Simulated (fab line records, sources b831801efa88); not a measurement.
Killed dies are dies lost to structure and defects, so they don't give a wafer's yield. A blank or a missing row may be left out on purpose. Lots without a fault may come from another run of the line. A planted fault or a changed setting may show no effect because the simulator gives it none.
Which tool did it? | flow gf180mcu | 12 lots, 36 wafers sampled, at 4 steps of a route of 602

WHAT THE GAUGES READ, wafer by wafer
GF_HV_LDD_CD_MEAS_07: target cd 400 nm.
lot  | measured     | on        | cd_nm (nm)
L592 | day 11 03:38 | cd_sem-01 | 397.6 396.6 399.1
L593 | day 11 11:08 | cd_sem-02 | 398.4 396.6 398.8
L594 | day 11 21:44 | cd_sem-02 | 401.7 401.6 401.9
L596 | day 12 11:58 | cd_sem-02 | 417.6 417.8 418.0
L597 | day 12 15:46 | cd_sem-01 | 418.6 418.8 417.7
L602 | day 13 22:17 | cd_sem-02 | 399.2 401.1 400.0
L603 | day 14 06:31 | cd_sem-01 | 401.3 398.7 401.1
L604 | day 14 15:40 | cd_sem-02 | 400.3 398.4 398.8
L606 | day 15 02:40 | cd_sem-02 | 401.1 399.4 397.6
L608 | day 15 20:01 | cd_sem-02 | 398.3 397.9 396.9
L610 | day 16 13:23 | cd_sem-02 | 396.3 397.2 397.9
L612 | day 16 23:29 | cd_sem-01 | 401.4 400.7 400.4

GF_CONTACT_THK_MEAS_26: measures by xrf.
lot  | measured     | on            | CONTACT_W_THK (nm)
L592 | day 17 11:56 | film_metro-03 | 314 311 307
L593 | day 17 22:55 | film_metro-03 | 311 307 307
L594 | day 18 09:20 | film_metro-02 | 316 311 311
L596 | day 19 00:47 | film_metro-01 | 316 313 314
L597 | day 19 09:28 | film_metro-03 | 309 310 312
L602 | day 20 21:51 | film_metro-01 | 311 309 314
L603 | day 21 06:32 | film_metro-02 | 317 314 313
L604 | day 21 16:05 | film_metro-03 | 304 300 306
L606 | day 22 04:50 | film_metro-01 | 312 309 313
L608 | day 23 00:42 | film_metro-03 | 309 308 308
L610 | day 23 18:37 | film_metro-02 | 319 315 315
L612 | day 24 04:31 | film_metro-02 | 310 308 311

WHICH TOOL RAN EACH LOT (tool, then ch and the chambers of the sampled wafers, then the start)
lot  | GF_HV_LDD_COAT_02                 | GF_HV_LDD_STRIP_10
L592 | litho_track-02 ch 0, day 10 18:59 | plasma_asher-02 ch 0,1, day 11 03:55
L593 | litho_track-02 ch 0, day 11 01:58 | plasma_asher-04 ch 0,1, day 11 11:27
L594 | litho_track-02 ch 0, day 11 11:50 | plasma_asher-04 ch 0,1, day 11 22:01
L596 | litho_track-02 ch 0, day 12 02:28 | plasma_asher-04 ch 0,1, day 12 12:16
L597 | litho_track-02 ch 0, day 12 05:29 | plasma_asher-04 ch 0,1, day 12 16:02
L602 | litho_track-04 ch 0, day 13 12:20 | plasma_asher-02 ch 0,1, day 13 22:35
L603 | litho_track-04 ch 0, day 13 19:47 | plasma_asher-03 ch 0,1, day 14 06:49
L604 | litho_track-03 ch 0, day 14 05:35 | plasma_asher-04 ch 0, day 14 15:58
L606 | litho_track-03 ch 0, day 14 16:11 | plasma_asher-04 ch 1, day 15 02:58
L608 | litho_track-04 ch 0, day 15 09:52 | plasma_asher-04 ch 0,1, day 15 20:18
L610 | litho_track-04 ch 0, day 16 02:35 | plasma_asher-04 ch 0,1, day 16 13:41
L612 | litho_track-04 ch 0, day 16 12:37 | plasma_asher-04 ch 1, day 16 23:46
- GF_HV_LDD_COAT_02: resist thk 1000 nm.
- GF_HV_LDD_STRIP_10: strips in O2/N2.

WHAT THE TOOLS THEMSELVES READ (means of the sampled wafers that have a number; where no wafer has one, the mark that the record gives instead)
GF_HV_LDD_COAT_02.
lot  | tool           | chill_plate_temp_C (C)
L592 | litho_track-02 | 23.02
L593 | litho_track-02 | 23.02
L594 | litho_track-02 | 22.87
L596 | litho_track-02 | 23.12
L597 | litho_track-02 | 23.06
L602 | litho_track-04 | 23.01
L603 | litho_track-04 | 22.96
L604 | litho_track-03 | 22.93
L606 | litho_track-03 | 23.14
L608 | litho_track-04 | 22.98
L610 | litho_track-04 | 22.99
L612 | litho_track-04 | 22.83

GF_HV_LDD_STRIP_10.
lot  | tool            | chamber_pressure_mTorr (mTorr) | drypump_motor_current_A (A) | heater_power_w (W) | oes_product_au (a.u.) | strip_time_to_endpoint_s (s)
L592 | plasma_asher-02 | 1500.4                         | 6.1                         | 323                | 0.716                 | 12.59
L593 | plasma_asher-04 | 1500.8                         | 5.2                         | 346                | 0.718                 | 12.56
L594 | plasma_asher-04 | 1499.3                         | 5.3                         | 390                | 0.715                 | 12.60
L596 | plasma_asher-04 | 1498.9                         | 5.3                         | 395                | 0.681                 | 10.70
L597 | plasma_asher-04 | 1499.3                         | 5.2                         | 351                | 0.676                 | 10.68
L602 | plasma_asher-02 | 1498.4                         | 6.2                         | 318                | 0.715                 | 12.68
L603 | plasma_asher-03 | 1500.2                         | 5.8                         | 328                | 0.718                 | 12.65
L604 | plasma_asher-04 | 1500.0                         | 5.4                         | 433                | 0.714                 | 12.59
L606 | plasma_asher-04 | 1500.4                         | 5.2                         | 310                | 0.716                 | 12.63
L608 | plasma_asher-04 | 1500.4                         | 5.3                         | 390                | 0.719                 | 12.61
L610 | plasma_asher-04 | 1500.9                         | 5.2                         | 349                | 0.716                 | 12.68
L612 | plasma_asher-04 | 1498.8                         | 5.1                         | 310                | 0.712                 | 12.60

THE ANSWER, worked out from the rows above alone
Rule: what is usual is taken from the lots themselves. Put in order of their means at a reading, lots are off if they are a third of the lots or fewer, leave a main group of 4 or more, and stand apart from it by a gap of 3 or more times the standard deviation of the main group's means; of several such gaps the widest counts. A main group whose means are all the same, to the digits that the tables above print for the reading, isn't used. A lot without any number at a reading at which 4 lots or more have one is off too. The other lots that the step has rows for count as sound. The gauges are gone through in route order, then the tools' own readings, and for those a lot's mean is taken as printed above. The first step at which some lot is off is used, and at that step the reading that is off furthest; a lot without a number counts as furthest.
Off: L596, L597, at GF_HV_LDD_CD_MEAS_07 (cd_nm). The main group: mean 399.2 nm, standard deviation 1.5.
A tool fits if, at a process step before that reading, it ran every lot that is off, and no sound lot after the first of them. The gauges at GF_HV_LDD_CD_MEAS_07 aren't tried: what is off there is off at GF_HV_LDD_STRIP_10 too, on other tools, and a gauge's error can't cause that. One fits: litho_track-02 at GF_HV_LDD_COAT_02. Its last sound lot is L594 (day 11 11:50), its first lot that is off L596 (day 12 02:28): a fault that began between those two fits.

WHAT THE SIMULATOR HAD PUT IN
Process parameter drift: litho_track-02, from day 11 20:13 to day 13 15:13, at GF_HV_LDD_COAT_02. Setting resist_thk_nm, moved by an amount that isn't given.
Lots struck among those shown: L596, L597. The rule above found the same.
